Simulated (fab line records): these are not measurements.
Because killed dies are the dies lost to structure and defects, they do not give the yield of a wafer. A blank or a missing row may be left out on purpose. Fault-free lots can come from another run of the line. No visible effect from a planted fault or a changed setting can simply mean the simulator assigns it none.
Matching of chambers -- flow gf180mcu -- 4 sister chambers for GF_STI_CMP_25 on cmp-01
The step polishes, stops on Si3N4, t overpolish 33 s, target thk 524.6 nm. 4 wafers are shown with their chamber, then 10 later ones without.

== WAFERS WITH THEIR CHAMBER ==
wafer,chamber,motor-current-A (A)
L643.2,1,12.3
L651.6,3,10.1
L653.2,0,12.6
L653.3,2,12.1

== WAFERS WITHOUT THEIR CHAMBER ==
wafer,motor-current-A (A)
L653.4,10.0
L655.3,13.6
L655.5,12.6
L655.6,9.9
L656.2,10.0
L656.4,12.3
L656.5,12.7
L657.2,12.1
L657.4,13.7
L657.6,10.1

== THE CHAMBER EACH PASSED THROUGH ==
wafer,from the rows above,in truth
L653.4,3,3
L655.3,can't be placed: 0 or 1 or 2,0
L655.5,can't be placed: 0 or 1 or 2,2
L655.6,3,3
L656.2,3,3
L656.4,can't be placed: 1 or 2 or 0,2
L656.5,can't be placed: 0 or 1 or 2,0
L657.2,can't be placed: 2 or 1 or 0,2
L657.4,can't be placed: 0 or 1 or 2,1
L657.6,3,3
Placed correctly: 4 of 10. Not placeable from these rows: 6 (in 6, the candidates include the true chamber). Number placed wrongly: 0.
How it was worked out, from the rows above alone: a wafer's distance from a chamber is the root of the sum, over the readings, of the square of ((its reading less the chamber's mean) divided by the reading's scatter). If the next closest chamber is less than 2 further off than the closest, the wafer can't be placed; otherwise it belongs to the closest. The mean given for a chamber averages the wafers shown for that chamber. The scatter: root of mean squared gap, hidden wafer to nearest shown wafer, with one shown wafer a chamber.
